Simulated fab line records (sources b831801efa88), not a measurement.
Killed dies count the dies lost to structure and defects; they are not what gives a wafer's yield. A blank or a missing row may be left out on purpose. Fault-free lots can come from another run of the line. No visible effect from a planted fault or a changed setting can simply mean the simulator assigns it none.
fab line records ; flow gf180mcu ; part 1 of 2: steps 1 to 24 of 35
record lots=5; wafers=15; last-day=33
route steps=602 shown HV_LDD@228 NSD@235 PSD@248
lots that met no fault: taken from a fault-free run of the same line
start-h: start of the lot's first displayed wafer, in hours after the record's first day ; wait-h: hours from the lot's prior step to this one ; " unchanged from the row above ; L1.1+2: several wafers, shown together as one row ; - value missing, or start not given ; * or withheld: withheld ; < > ~ a bound
route shown NAME@n: a module of which the file shows steps, and the number in the route of the first ; usual: average and standard deviation across the fault-free wafers ; same: alike in all rows ; chamber/n: place in a boat ; sites: per-site readings ; _std_site: standard deviation across them ; _edge_site: the outer-site mean with the inner-site mean subtracted ; radius-mm: for every site, how far away it sits from the centre of the wafer ; mask NAME#n: copy n ; behind: the most recent tool/chamber to have shaped the wafer ; hold: reason for holding the lot/hours on hold/outcome of the hold ; device: which transistor (n, p or np) failed to switch ; end of line: the tests these same wafers got at the end of their route ; a step without rows: its recipe alone ; killed: count of dies lost to structure and defects at first sort (not the wafer's yield) ; map: the dies of a wafer, with x for killed, . for not killed, _ for no die there
set.NAME: setting as actually run; set.NAME@STEP: the setting as run at that earlier step ; model.NAME: the simulator's own value behind a step, which no gauge read
lots at selected steps of the route; one table per step, one row per wafer
services: from which hour (start-h, from the record's first day; less than 0 if before it) a tool's chamber was out of use, for how many hours, and why
## steps
# step GF_HV_LDD_RTA_52
# recipe temp-c=1000; time-s=10; ambient=N2
# usual lamp-power-pct=28.9/1.8; wafer_temp_C_max=1006.0/1.1
lot.wafer;tool;chamber;start-h;wait-h;lamp-power-pct;wafer_temp_C_max
L076.1;rtp-anneal-02;0;295.43;0.0;30.6;1004.8
L076.2;rtp-anneal-02;0;295.43;0.0;30.5;1006.6
L076.6;rtp-anneal-02;0;295.43;0.0;30.5;1005.3
L079.2;rtp-anneal-01;0;322.09;0.0;26.8;1007.3
L079.5;rtp-anneal-01;0;322.09;0.0;26.9;1006.7
L079.6;rtp-anneal-01;0;322.09;0.0;26.9;1007.1
L082.1;rtp-anneal-01;0;342.22;0.0;26.9;1006.7
L082.2;rtp-anneal-01;0;342.22;0.0;26.8;1009.6
L082.6;rtp-anneal-01;0;342.22;0.0;26.9;1007.1
L083.1;rtp-anneal-02;0;359.71;0.0;30.5;1008.5
L083.3;rtp-anneal-02;0;359.71;0.0;30.5;1007.1
L083.5;rtp-anneal-02;0;359.71;0.0;30.5;1004.1
L091.3;rtp-anneal-01;0;415.23;0.0;26.9;1007.6
L091.5;rtp-anneal-01;0;415.23;0.0;26.9;1006.1
L091.6;rtp-anneal-01;0;415.23;0.0;26.9;1005.7
# step GF_HV_LDD_RS_MEAS_53
# recipe thk-meas-gauge=four-point-probe
# usual HV_LDD_RS=417.9/1
lot.wafer;tool;chamber;start-h;wait-h;HV_LDD_RS[ohm/sq]
L076.1;film-metro-04;-;295.49;0.1;416.9
L076.2;film-metro-04;-;295.49;0.1;417.5
L076.6;film-metro-04;-;295.49;0.1;417.0
L079.2;film-metro-04;-;322.16;0.1;417.7
L079.5;film-metro-04;-;322.16;0.1;417.9
L079.6;film-metro-04;-;322.16;0.1;417.5
L082.1;film-metro-01;-;342.28;0.1;417.2
L082.2;film-metro-01;-;342.28;0.1;418.4
L082.6;film-metro-01;-;342.28;0.1;418.5
L083.1;film-metro-04;-;359.78;0.1;416.5
L083.3;film-metro-04;-;359.78;0.1;416.1
L083.5;film-metro-04;-;359.78;0.1;415.6
L091.3;film-metro-01;-;415.31;0.1;418.0
L091.5;film-metro-01;-;415.31;0.1;420.0
L091.6;film-metro-01;-;415.31;0.1;419.2
# step GF_HV_LDD_CVD_54
# recipe material=SiO2; target-thk-nm=10; precursor=TEOS; temp-c=680; time-s=75; pressure-mtorr=400
# usual spike-tc-centre-C=680.3/2; zone-power-top-pct=21.5/1.2
lot.wafer;tool;chamber;start-h;wait-h;spike-tc-centre-C;zone-power-top-pct
L076.1;lpcvd-01;0;295.61;0.1;678.0;22.4
L076.2;lpcvd-01;0;295.61;0.1;679.7;22.3
L076.6;lpcvd-01;0;295.61;0.1;680.1;22.3
L079.2;lpcvd-02;0;322.62;0.4;680.5;19.3
L079.5;lpcvd-02;0;322.62;0.4;678.6;19.7
L079.6;lpcvd-02;0;322.62;0.4;678.5;19.3
L082.1;lpcvd-01;1;344.13;1.8;684.6;22.4
L082.2;lpcvd-01;1;344.13;1.8;682.0;22.7
L082.6;lpcvd-01;1;344.13;1.8;683.1;22.6
L083.1;lpcvd-02;1;359.90;0.1;676.9;21.1
L083.3;lpcvd-02;1;359.90;0.1;677.2;21.4
L083.5;lpcvd-02;1;359.90;0.1;678.5;21.4
L091.3;lpcvd-01;1;415.39;0.1;683.9;22.7
L091.5;lpcvd-01;1;415.39;0.1;681.8;22.3
L091.6;lpcvd-01;1;415.39;0.1;682.2;22.4
# step GF_HV_LDD_THK_MEAS_55
# recipe reads=SiO2_of_HV_LDD_CVD_54
# usual HV_LDD_CVD_54_THK=10.01/0.14
lot.wafer;tool;chamber;start-h;wait-h;HV_LDD_CVD_54_THK[nm]
L076.1;film-metro-01;-;296.64;0.0;10.02
L076.2;film-metro-01;-;296.64;0.0;10.21
L076.6;film-metro-01;-;296.64;0.0;10.15
L079.2;film-metro-04;-;323.65;0.0;10.06
L079.5;film-metro-04;-;323.65;0.0;10.04
L079.6;film-metro-04;-;323.65;0.0;10.03
L082.1;film-metro-01;-;345.15;0.0;9.94
L082.2;film-metro-01;-;345.15;0.0;9.89
L082.6;film-metro-01;-;345.15;0.0;9.83
L083.1;film-metro-03;-;360.92;0.0;9.84
L083.3;film-metro-03;-;360.92;0.0;9.93
L083.5;film-metro-03;-;360.92;0.0;9.96
L091.3;film-metro-04;-;416.43;0.0;10.16
L091.5;film-metro-04;-;416.43;0.0;10.06
L091.6;film-metro-04;-;416.43;0.0;10.02
# step GF_HV_LDD_CVD_56
# recipe material=Si3N4; precursor=DCS/NH3; target-thk-nm=90; temp-c=770; time-s=1543; pressure-mtorr=250
# usual spike-tc-centre-C=770.8/2; zone-power-top-pct=25.5/1.7
lot.wafer;tool;chamber;start-h;wait-h;spike-tc-centre-C;zone-power-top-pct
L076.1;lpcvd-01;1;296.70;0.1;773.3;27.2
L076.2;lpcvd-01;1;296.70;0.1;772.0;27.5
L076.6;lpcvd-01;1;296.70;0.1;771.1;27.0
L079.2;lpcvd-01;0;323.70;0.0;768.8;26.8
L079.5;lpcvd-01;0;323.70;0.0;769.7;26.7
L079.6;lpcvd-01;0;323.70;0.0;770.4;26.8
L082.1;lpcvd-01;1;345.21;0.1;772.4;27.0
L082.2;lpcvd-01;1;345.21;0.1;773.2;26.5
L082.6;lpcvd-01;1;345.21;0.1;773.8;27.4
L083.1;lpcvd-01;0;360.98;0.1;768.6;27.3
L083.3;lpcvd-01;0;360.98;0.1;768.2;26.9
L083.5;lpcvd-01;0;360.98;0.1;769.2;26.4
L091.3;lpcvd-02;0;416.47;0.0;769.1;23.3
L091.5;lpcvd-02;0;416.47;0.0;771.3;23.2
L091.6;lpcvd-02;0;416.47;0.0;768.6;23.7
# step GF_HV_LDD_THK_MEAS_57
# recipe reads=Si3N4_of_HV_LDD_CVD_56
# usual HV_LDD_CVD_56_THK=90.1/0.89
lot.wafer;tool;chamber;start-h;wait-h;HV_LDD_CVD_56_THK[nm]
L076.1;film-metro-03;-;298.12;0.0;88.9
L076.2;film-metro-03;-;298.12;0.0;89.8
L076.6;film-metro-03;-;298.12;0.0;89.3
L079.2;film-metro-01;-;325.17;0.0;89.6
L079.5;film-metro-01;-;325.17;0.0;89.6
L079.6;film-metro-01;-;325.17;0.0;89.8
L082.1;film-metro-03;-;346.64;0.0;90.5
L082.2;film-metro-03;-;346.64;0.0;91.3
L082.6;film-metro-03;-;346.64;0.0;90.6
L083.1;film-metro-01;-;362.41;0.0;89.2
L083.3;film-metro-01;-;362.41;0.0;89.9
L083.5;film-metro-01;-;362.41;0.0;89.9
L091.3;film-metro-04;-;417.93;0.0;91.2
L091.5;film-metro-04;-;417.93;0.0;90.8
L091.6;film-metro-04;-;417.93;0.0;90.7
# step GF_HV_LDD_ETCHBACK_58
# recipe chemistry=CH3F/O2; target=Si3N4; stop-on=SiO2; source-w=400; bias-w=80; pressure-mtorr=25; ch3f-flow-sccm=40; O2_flow_sccm=30; time-s=100; target-depth-a=900
# usual drypump-motor-current-A=5.6/0.4; oes-product-au=0.843/0.0066; throttle-valve-pct=10.561/0.0092
lot.wafer;tool;chamber;start-h;wait-h;drypump-motor-current-A;oes-product-au;rf-hours-counter-h;throttle-valve-pct
L076.1;rie-diel-03;0;298.18;0.1;5.4;0.841;128;10.565
L076.2;rie-diel-03;3;298.18;0.1;6.4;0.840;11;10.564
L076.6;rie-diel-03;1;298.18;0.1;5.6;0.834;-;10.561
L079.2;rie-diel-02;2;325.22;0.0;4.8;0.846;7;10.554
L079.5;rie-diel-02;2;325.22;0.0;4.8;0.841;-;10.569
L079.6;rie-diel-02;1;325.22;0.0;5.7;0.844;-;10.566
L082.1;rie-diel-02;2;346.70;0.1;4.8;0.847;8;10.551
L082.2;rie-diel-02;3;346.70;0.1;5.7;0.848;2;10.579
L082.6;rie-diel-02;2;346.70;0.1;4.8;0.845;-;10.562
L083.1;rie-diel-02;0;362.47;0.1;5.7;0.829;1;10.537
L083.3;rie-diel-02;3;362.47;0.1;5.7;0.844;2;10.559
L083.5;rie-diel-02;1;362.47;0.1;5.7;0.840;-;10.553
L091.3;rie-diel-02;3;417.97;0.0;5.7;0.857;3;10.567
L091.5;rie-diel-02;3;417.97;0.0;5.8;0.847;-;10.572
L091.6;rie-diel-02;2;417.97;0.0;4.8;0.845;-;10.569
# step GF_NSD_DEHYDRATE_00
# recipe temp-c=200; time-s=60
# usual heater-power-total-W=160.38/0.13; resist-line-temp-C=23.01/0.095
lot.wafer;tool;chamber;start-h;wait-h;heater-power-total-W;resist-line-temp-C
L076.1;litho-track-02;0;307.51;9.3;160.26;22.96
L076.2;litho-track-02;0;307.51;9.3;160.39;22.93
L076.6;litho-track-02;0;307.51;9.3;160.17;23.07
L079.2;litho-track-01;0;335.27;10.0;160.31;23.04
L079.5;litho-track-01;0;335.27;10.0;160.24;23.13
L079.6;litho-track-01;0;335.27;10.0;160.44;23.00
L082.1;litho-track-03;0;356.98;10.2;160.28;22.87
L082.2;litho-track-03;0;356.98;10.2;160.31;22.95
L082.6;litho-track-03;0;356.98;10.2;160.13;22.94
L083.1;litho-track-01;0;371.95;9.4;160.32;22.89
L083.3;litho-track-01;0;371.95;9.4;160.50;23.09
L083.5;litho-track-01;0;371.95;9.4;160.36;22.95
L091.3;litho-track-01;0;429.75;11.7;160.32;23.12
L091.5;litho-track-01;0;429.75;11.7;160.30;23.00
L091.6;litho-track-01;0;429.75;11.7;160.32;22.99
# step GF_NSD_HMDS_01
# recipe prime-time-s=60; prime-temp-c=120
# usual resist-line-temp-C=22.99/0.11
lot.wafer;tool;chamber;start-h;wait-h;resist-line-temp-C
L076.1;litho-track-02;0;307.66;0.1;23.00
L076.2;litho-track-02;0;307.66;0.1;23.09
L076.6;litho-track-02;0;307.66;0.1;23.17
L079.2;litho-track-01;0;335.42;0.1;22.99
L079.5;litho-track-01;0;335.42;0.1;23.02
L079.6;litho-track-01;0;335.42;0.1;23.18
L082.1;litho-track-03;0;357.13;0.1;23.06
L082.2;litho-track-03;0;357.13;0.1;23.09
L082.6;litho-track-03;0;357.13;0.1;22.90
L083.1;litho-track-01;0;372.10;0.1;22.96
L083.3;litho-track-01;0;372.10;0.1;22.91
L083.5;litho-track-01;0;372.10;0.1;23.01
L091.3;litho-track-01;0;429.90;0.1;22.88
L091.5;litho-track-01;0;429.90;0.1;22.98
L091.6;litho-track-01;0;429.90;0.1;23.06
# step GF_NSD_COAT_02
# recipe resist=NOVOLAK; spin-rpm=3000; resist-thk-nm=1000
# usual resist-line-temp-C=22.96/0.1
lot.wafer;tool;chamber;start-h;wait-h;resist-line-temp-C
L076.1;litho-track-02;0;307.81;0.1;22.98
L076.2;litho-track-02;0;307.81;0.1;22.99
L076.6;litho-track-02;0;307.81;0.1;22.96
L079.2;litho-track-01;0;335.57;0.1;22.97
L079.5;litho-track-01;0;335.57;0.1;22.97
L079.6;litho-track-01;0;335.57;0.1;22.90
L082.1;litho-track-03;0;357.28;0.1;23.08
L082.2;litho-track-03;0;357.28;0.1;22.92
L082.6;litho-track-03;0;357.28;0.1;23.00
L083.1;litho-track-01;0;372.25;0.1;22.85
L083.3;litho-track-01;0;372.25;0.1;23.11
L083.5;litho-track-01;0;372.25;0.1;22.99
L091.3;litho-track-01;0;430.05;0.1;22.88
L091.5;litho-track-01;0;430.05;0.1;22.95
L091.6;litho-track-01;0;430.05;0.1;22.99
# step GF_NSD_SOFTBAKE_03
# recipe temp-c=90; time-s=60; resist=NOVOLAK
# usual heater-power-total-W=56.59/0.045; resist-line-temp-C=23.00/0.1
lot.wafer;tool;chamber;start-h;wait-h;heater-power-total-W;resist-line-temp-C
L076.1;litho-track-02;0;307.96;0.1;56.62;22.82
L076.2;litho-track-02;0;307.96;0.1;56.61;22.84
L076.6;litho-track-02;0;307.96;0.1;56.57;23.01
L079.2;litho-track-01;0;335.72;0.1;56.67;23.12
L079.5;litho-track-01;0;335.72;0.1;56.55;22.84
L079.6;litho-track-01;0;335.72;0.1;56.58;23.03
L082.1;litho-track-03;0;357.43;0.1;56.56;22.95
L082.2;litho-track-03;0;357.43;0.1;56.60;23.07
L082.6;litho-track-03;0;357.43;0.1;56.63;22.93
L083.1;litho-track-01;0;372.40;0.1;56.58;23.00
L083.3;litho-track-01;0;372.40;0.1;56.62;23.09
L083.5;litho-track-01;0;372.40;0.1;56.61;23.13
L091.3;litho-track-01;0;430.20;0.1;56.63;22.85
L091.5;litho-track-01;0;430.20;0.1;56.56;23.00
L091.6;litho-track-01;0;430.20;0.1;56.64;22.94
# step GF_NSD_EXPOSE_04
# recipe mask-id=Nplus; target-cd-nm=400; na=0.6; source-shape=conventional; sigma-outer=0.6; dose-mj=140
# usual reticle-temp-C=23.00/0.11
lot.wafer;tool;chamber;start-h;wait-h;mask;reticle-temp-C
L076.1;iline-stepper-02;0;-;-;Nplus#0;23.06
L076.2;iline-stepper-02;0;-;-;Nplus#0;23.09
L076.6;iline-stepper-02;0;-;-;Nplus#0;23.20
L079.2;iline-stepper-01;0;-;-;Nplus#0;23.09
L079.5;iline-stepper-01;0;-;-;Nplus#0;22.79
L079.6;iline-stepper-01;0;-;-;Nplus#0;22.90
L082.1;iline-stepper-02;0;-;-;Nplus#0;23.06
L082.2;iline-stepper-02;0;-;-;Nplus#0;23.22
L082.6;iline-stepper-02;0;-;-;Nplus#0;23.12
L083.1;iline-stepper-02;0;-;-;Nplus#0;23.04
L083.3;iline-stepper-02;0;-;-;Nplus#0;22.96
L083.5;iline-stepper-02;0;-;-;Nplus#0;22.90
L091.3;iline-stepper-01;0;-;-;Nplus#0;23.00
L091.5;iline-stepper-01;0;-;-;Nplus#0;22.91
L091.6;iline-stepper-01;0;-;-;Nplus#0;23.11
# step GF_NSD_PEB_05
# recipe temp-c=withheld; time-s=*; resist=NOVOLAK
# usual resist-line-temp-C=*
lot.wafer;tool;chamber;start-h;wait-h;resist-line-temp-C
L076.1;litho-track-03;0;-;-;*
L076.2;litho-track-03;0;-;-;*
L076.6;litho-track-03;0;-;-;*
L079.2;litho-track-03;0;-;-;*
L079.5;litho-track-03;0;-;-;*
L079.6;litho-track-03;0;-;-;*
L082.1;litho-track-02;0;-;-;*
L082.2;litho-track-02;0;-;-;*
L082.6;litho-track-02;0;-;-;*
L083.1;litho-track-01;0;-;-;*
L083.3;litho-track-01;0;-;-;*
L083.5;litho-track-01;0;-;-;*
L091.3;litho-track-01;0;-;-;*
L091.5;litho-track-01;0;-;-;*
L091.6;litho-track-01;0;-;-;*
# step GF_NSD_DEVELOP_06
# recipe develop-time-s=60; dev-temp-c=23
# usual resist-line-temp-C=23.02/0.093
lot.wafer;tool;chamber;start-h;wait-h;resist-line-temp-C
L076.1;litho-track-03;0;318.43;0.1;23.04
L076.2;litho-track-03;0;318.43;0.1;23.02
L076.6;litho-track-03;0;318.43;0.1;23.10
L079.2;litho-track-03;0;347.01;0.1;23.08
L079.5;litho-track-03;0;347.01;0.1;22.96
L079.6;litho-track-03;0;347.01;0.1;22.99
L082.1;litho-track-02;0;367.81;0.1;22.84
L082.2;litho-track-02;0;367.81;0.1;22.99
L082.6;litho-track-02;0;367.81;0.1;22.84
L083.1;litho-track-01;0;383.65;0.1;23.07
L083.3;litho-track-01;0;383.65;0.1;23.12
L083.5;litho-track-01;0;383.65;0.1;23.11
L091.3;litho-track-01;0;441.95;0.1;23.06
L091.5;litho-track-01;0;441.95;0.1;22.90
L091.6;litho-track-01;0;441.95;0.1;22.87
# step GF_NSD_CD_MEAS_07
# recipe target-cd-nm=400
# usual cd-nm=400.2/2.6
lot.wafer;tool;chamber;start-h;wait-h;cd-nm
L076.1;cd-sem-02;-;318.58;0.1;400.1
L076.2;cd-sem-02;-;318.58;0.1;400.5
L076.6;cd-sem-02;-;318.58;0.1;401.6
L079.2;cd-sem-02;-;347.15;0.1;403.2
L079.5;cd-sem-02;-;347.15;0.1;404.8
L079.6;cd-sem-02;-;347.15;0.1;403.6
L082.1;cd-sem-02;-;367.96;0.1;404.7
L082.2;cd-sem-02;-;367.96;0.1;404.3
L082.6;cd-sem-02;-;367.96;0.1;404.9
L083.1;cd-sem-01;-;383.80;0.1;400.9
L083.3;cd-sem-01;-;383.80;0.1;401.2
L083.5;cd-sem-01;-;383.80;0.1;402.6
L091.3;cd-sem-02;-;442.09;0.1;396.0
L091.5;cd-sem-02;-;442.09;0.1;394.7
L091.6;cd-sem-02;-;442.09;0.1;394.2
# step GF_NSD_OVL_MEAS_08
# usual NSD_OVL=1.1/1.6
lot.wafer;tool;chamber;start-h;wait-h;NSD_OVL[nm]
L076.1;overlay-01;-;318.70;0.1;-0.7
L076.2;overlay-01;-;318.70;0.1;0.2
L076.6;overlay-01;-;318.70;0.1;1.0
L079.2;overlay-02;-;347.26;0.1;2.0
L079.5;overlay-02;-;347.26;0.1;1.1
L079.6;overlay-02;-;347.26;0.1;0.8
L082.1;overlay-01;-;368.08;0.1;3.0
L082.2;overlay-01;-;368.08;0.1;0.4
L082.6;overlay-01;-;368.08;0.1;3.0
L083.1;overlay-01;-;383.92;0.1;-0.5
L083.3;overlay-01;-;383.92;0.1;-0.4
L083.5;overlay-01;-;383.92;0.1;-0.4
L091.3;overlay-02;-;442.18;0.1;-1.6
L091.5;overlay-02;-;442.18;0.1;1.0
L091.6;overlay-02;-;442.18;0.1;1.6
# step GF_NSD_IMPLANT_09
# recipe species=As; energy-kev=60; dose-cm2=4e+15; tilt-deg=7
lot.wafer;tool;chamber;start-h;wait-h
L076.1+2+6;implanter-02;0;318.74;0.0
L079.2+5+6;implanter-01;0;347.31;0.0
L082.1+2+6;implanter-04;0;368.12;0.0
L083.1+3+5;implanter-01;0;383.95;0.0
L091.3+5+6;implanter-01;0;442.25;0.1
# step GF_NSD_IMPLANT_10
# recipe species=P; energy-kev=40; dose-cm2=5e+14; tilt-deg=7
lot.wafer;tool;chamber;start-h;wait-h
L076.1+2+6;implanter-02;0;318.89;0.1
L079.2+5+6;implanter-01;0;347.46;0.1
L082.1+2+6;implanter-04;0;368.27;0.1
L083.1+3+5;implanter-01;0;384.10;0.1
L091.3+5+6;implanter-01;0;442.40;0.1
# step GF_NSD_STRIP_11
# recipe chemistry=O2/N2; power-w=1400; pressure-mtorr=1500; platen-temp-c=250; o2-flow-sccm=3000; n2-flow-sccm=300; overash-fraction=0.5
# usual drypump-motor-current-A=5.6/0.38; heater-power-w=335/49; oes-product-au=0.487/0.0042; strip-time-to-endpoint-s=22.96/0.043
lot.wafer;tool;chamber;start-h;wait-h;drypump-motor-current-A;heater-power-w;oes-product-au;rf-hours-counter-h;strip-time-to-endpoint-s
L076.1;plasma-asher-01;1;319.04;0.1;5.3;275;0.490;70;22.96
L076.2;plasma-asher-01;0;319.04;0.1;6.2;375;0.490;70;22.93
L076.6;plasma-asher-01;1;319.04;0.1;5.3;275;0.481;-;22.96
L079.2;plasma-asher-01;1;347.59;0.1;5.3;274;0.482;73;22.88
L079.5;plasma-asher-01;0;347.59;0.1;6.2;378;0.484;-;22.94
L079.6;plasma-asher-01;1;347.59;0.1;5.3;272;0.492;-;22.85
L082.1;plasma-asher-01;0;368.42;0.1;6.2;382;0.490;75;22.99
L082.2;plasma-asher-01;1;368.42;0.1;5.3;277;0.478;75;23.00
L082.6;plasma-asher-01;0;368.42;0.1;6.2;383;0.490;-;23.02
L083.1;plasma-asher-02;1;384.25;0.1;5.8;415;0.481;79;22.97
L083.3;plasma-asher-02;0;384.25;0.1;5.0;381;0.486;-;22.97
L083.5;plasma-asher-02;0;384.25;0.1;5.0;387;0.487;-;22.96
L091.3;plasma-asher-01;1;442.54;0.1;5.3;277;0.479;-;22.91
L091.5;plasma-asher-01;0;442.54;0.1;6.2;382;0.492;-;22.92
L091.6;plasma-asher-01;1;442.54;0.1;5.3;274;0.486;-;22.94
# step GF_NSD_TW_MEAS_12
# usual NSD_TW=4224/50
lot.wafer;tool;chamber;start-h;wait-h;NSD_TW
L076.1;film-metro-02;-;319.14;0.1;4158
L076.2;film-metro-02;-;319.14;0.1;4165
L076.6;film-metro-02;-;319.14;0.1;4148
L079.2;film-metro-04;-;347.70;0.1;4249
L079.5;film-metro-04;-;347.70;0.1;4288
L079.6;film-metro-04;-;347.70;0.1;4277
L082.1;film-metro-02;-;368.52;0.1;4197
L082.2;film-metro-02;-;368.52;0.1;4186
L082.6;film-metro-02;-;368.52;0.1;4189
L083.1;film-metro-02;-;384.35;0.1;4177
L083.3;film-metro-02;-;384.35;0.1;4168
L083.5;film-metro-02;-;384.35;0.1;4181
L091.3;film-metro-02;-;442.62;0.1;4161
L091.5;film-metro-02;-;442.62;0.1;4154
L091.6;film-metro-02;-;442.62;0.1;4175
# step GF_PSD_DEHYDRATE_00
# recipe temp-c=200; time-s=60
# usual heater-power-total-W=160.35/0.12; resist-line-temp-C=23.00/0.11
lot.wafer;tool;chamber;start-h;wait-h;heater-power-total-W;resist-line-temp-C
L076.1;litho-track-04;0;329.44;10.3;160.46;22.94
L076.2;litho-track-04;0;329.44;10.3;160.35;22.90
L076.6;litho-track-04;0;329.44;10.3;160.23;23.13
L079.2;litho-track-02;0;357.69;10.0;160.43;23.08
L079.5;litho-track-02;0;357.69;10.0;160.27;22.99
L079.6;litho-track-02;0;357.69;10.0;160.21;23.18
L082.1;litho-track-04;0;379.09;10.6;160.30;23.13
L082.2;litho-track-04;0;379.09;10.6;160.36;23.16
L082.6;litho-track-04;0;379.09;10.6;160.38;23.00
L083.1;litho-track-04;0;395.24;10.9;160.39;22.89
L083.3;litho-track-04;0;395.24;10.9;160.42;22.90
L083.5;litho-track-04;0;395.24;10.9;160.37;22.94
L091.3;litho-track-04;0;454.64;12.0;160.48;22.90
L091.5;litho-track-04;0;454.64;12.0;160.20;22.92
L091.6;litho-track-04;0;454.64;12.0;160.09;22.87
# step GF_PSD_HMDS_01
# recipe prime-time-s=60; prime-temp-c=120
# usual resist-line-temp-C=23.00/0.1
lot.wafer;tool;chamber;start-h;wait-h;resist-line-temp-C
L076.1;litho-track-04;0;329.59;0.1;22.99
L076.2;litho-track-04;0;329.59;0.1;22.94
L076.6;litho-track-04;0;329.59;0.1;22.74
L079.2;litho-track-02;0;357.84;0.1;22.99
L079.5;litho-track-02;0;357.84;0.1;22.96
L079.6;litho-track-02;0;357.84;0.1;23.06
L082.1;litho-track-04;0;379.24;0.1;22.73
L082.2;litho-track-04;0;379.24;0.1;22.83
L082.6;litho-track-04;0;379.24;0.1;22.97
L083.1;litho-track-04;0;395.39;0.1;23.08
L083.3;litho-track-04;0;395.39;0.1;22.96
L083.5;litho-track-04;0;395.39;0.1;23.09
L091.3;litho-track-04;0;454.79;0.1;22.99
L091.5;litho-track-04;0;454.79;0.1;22.83
L091.6;litho-track-04;0;454.79;0.1;22.88
# step GF_PSD_COAT_02
# recipe resist=NOVOLAK; spin-rpm=3000; resist-thk-nm=1000
# usual resist-line-temp-C=23.00/0.11
lot.wafer;tool;chamber;start-h;wait-h;resist-line-temp-C
L076.1;litho-track-04;0;329.74;0.1;22.93
L076.2;litho-track-04;0;329.74;0.1;22.73
L076.6;litho-track-04;0;329.74;0.1;22.95
L079.2;litho-track-02;0;357.99;0.1;22.94
L079.5;litho-track-02;0;357.99;0.1;22.95
L079.6;litho-track-02;0;357.99;0.1;22.96
L082.1;litho-track-04;0;379.39;0.1;22.72
L082.2;litho-track-04;0;379.39;0.1;22.69
L082.6;litho-track-04;0;379.39;0.1;22.84
L083.1;litho-track-04;0;395.54;0.1;22.96
L083.3;litho-track-04;0;395.54;0.1;23.04
L083.5;litho-track-04;0;395.54;0.1;23.00
L091.3;litho-track-04;0;454.94;0.1;22.92
L091.5;litho-track-04;0;454.94;0.1;23.00
L091.6;litho-track-04;0;454.94;0.1;23.05
# step GF_PSD_SOFTBAKE_03
# recipe temp-c=90; time-s=60; resist=NOVOLAK
# usual heater-power-total-W=56.60/0.046; resist-line-temp-C=22.98/0.11
lot.wafer;tool;chamber;start-h;wait-h;heater-power-total-W;resist-line-temp-C
L076.1;litho-track-04;0;329.89;0.1;56.64;22.99
L076.2;litho-track-04;0;329.89;0.1;56.62;23.06
L076.6;litho-track-04;0;329.89;0.1;56.57;22.99
L079.2;litho-track-02;0;358.14;0.1;56.63;22.75
L079.5;litho-track-02;0;358.14;0.1;56.64;22.91
L079.6;litho-track-02;0;358.14;0.1;56.68;22.84
L082.1;litho-track-04;0;379.54;0.1;56.71;22.99
L082.2;litho-track-04;0;379.54;0.1;56.63;22.83
L082.6;litho-track-04;0;379.54;0.1;56.51;22.98
L083.1;litho-track-04;0;395.69;0.1;56.59;23.00
L083.3;litho-track-04;0;395.69;0.1;56.63;23.04
L083.5;litho-track-04;0;395.69;0.1;56.57;22.98
L091.3;litho-track-04;0;455.09;0.1;56.53;23.01
L091.5;litho-track-04;0;455.09;0.1;56.61;23.01
L091.6;litho-track-04;0;455.09;0.1;56.51;22.83
